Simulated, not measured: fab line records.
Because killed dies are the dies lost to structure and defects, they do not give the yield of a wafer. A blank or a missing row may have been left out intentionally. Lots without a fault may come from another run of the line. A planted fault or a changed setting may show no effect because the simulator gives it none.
Which tool was responsible? | flow sky130 | 33 wafers from 11 lots sampled at 2 of the route's 708 steps

== WHAT EACH GAUGE READ, for each wafer ==
SKY_VIA3_BOW_MEAS_03.
lot  | measured     | on           | VIA3_BOW (um)
L572 | day 39 03:16 | filmMetro-03 | 77 71 81
L573 | day 39 09:44 | filmMetro-02 | 71 74 76
L574 | day 39 11:51 | filmMetro-03 | 73 76 83
L575 | day 39 21:01 | filmMetro-02 | 74 88 84
L577 | day 40 14:11 | filmMetro-02 | 79 79 89
L587 | day 43 12:57 | filmMetro-01 | 67 81 76
L589 | day 44 03:29 | filmMetro-02 | 82 73 59
L590 | day 44 03:53 | filmMetro-02 | 87 75 81
L591 | day 44 05:12 | filmMetro-01 | 83 74 80
L593 | day 44 20:54 | filmMetro-03 | 85 77 83
L594 | day 45 10:56 | filmMetro-01 | 70 63 68

== TOOL THAT RAN EACH LOT (tool first, then ch and the chambers of the sampled wafers, then the start) ==
lot  | SKY_METAL3_ETCH_16
L572 | rieMetal-02 ch 0,1, day 39 01:46
L573 | rieMetal-03 ch 0,1, day 39 08:20
L574 | rieMetal-03 ch 0,1, day 39 10:05
L575 | rieMetal-04 ch 0,1, day 39 19:23
L577 | rieMetal-03 ch 0,1, day 40 12:26
L587 | rieMetal-02 ch 0, day 43 11:27
L589 | rieMetal-02 ch 0, day 44 02:05
L590 | rieMetal-04 ch 0,1, day 44 02:28
L591 | rieMetal-03 ch 0,1, day 44 03:47
L593 | rieMetal-02 ch 0,1, day 44 19:23
L594 | rieMetal-02 ch 0,1, day 45 09:30
- SKY_METAL3_ETCH_16: etches BARC in N2/H2, stops on SiO2, time 88.2 s, target depth 60 nm.

== WHAT THE TOOLS THEMSELVES READ (means of the sampled wafers that have a number; where no wafer has one, the mark that the record gives instead) ==
SKY_METAL3_ETCH_16.
lot  | tool        | chamberPressureMTorr (mTorr) | drypumpMotorCurrentA (A) | oesProductAu (a.u.) | throttleValvePct (%)
L572 | rieMetal-02 | 29.989                       | 5.6                      | 0.627               | 13.208
L573 | rieMetal-03 | 30.000                       | 5.9                      | 0.627               | 13.199
L574 | rieMetal-03 | 30.010                       | 5.9                      | 0.623               | 13.210
L575 | rieMetal-04 | 29.985                       | 5.9                      | 0.629               | 13.201
L577 | rieMetal-03 | 29.993                       | 5.9                      | 0.625               | 13.206
L587 | rieMetal-02 | 29.971                       | 6.1                      | 0.623               | 13.203
L589 | rieMetal-02 | 30.005                       | 6.1                      | 0.621               | 13.217
L590 | rieMetal-04 | 30.009                       | 5.9                      | 0.622               | 13.200
L591 | rieMetal-03 | 30.011                       | 5.8                      | 0.627               | 13.209
L593 | rieMetal-02 | 29.983                       | 5.6                      | 0.619               | 13.200
L594 | rieMetal-02 | 29.987                       | 5.8                      | 0.622               | 13.202

== THE ANSWER, worked out from the rows above alone ==
Rule: the usual values come from the lots themselves. Put in order of their means at a reading, lots are off if they are a third of the lots or fewer, leave a main group of 4 or more, and stand apart from it by a gap of 3 or more times the standard deviation of the main group's means; of several such gaps the widest counts. If all means in a main group match to the digits the tables above print for the reading, that group is not used. A lot without any number at a reading at which 4 lots or more have one is off too. All remaining lots with rows at the step are treated as sound. The gauges are gone through in route order, then the tools' own readings, and for those a lot's mean is taken as printed above. At the first step where some lot is off, the reading lying furthest off is the one used; lots without a number count as furthest.
Across all readings shown, no lot is off: no conclusion can be drawn from this.

== WHAT WAS PUT IN BY THE SIMULATOR ==
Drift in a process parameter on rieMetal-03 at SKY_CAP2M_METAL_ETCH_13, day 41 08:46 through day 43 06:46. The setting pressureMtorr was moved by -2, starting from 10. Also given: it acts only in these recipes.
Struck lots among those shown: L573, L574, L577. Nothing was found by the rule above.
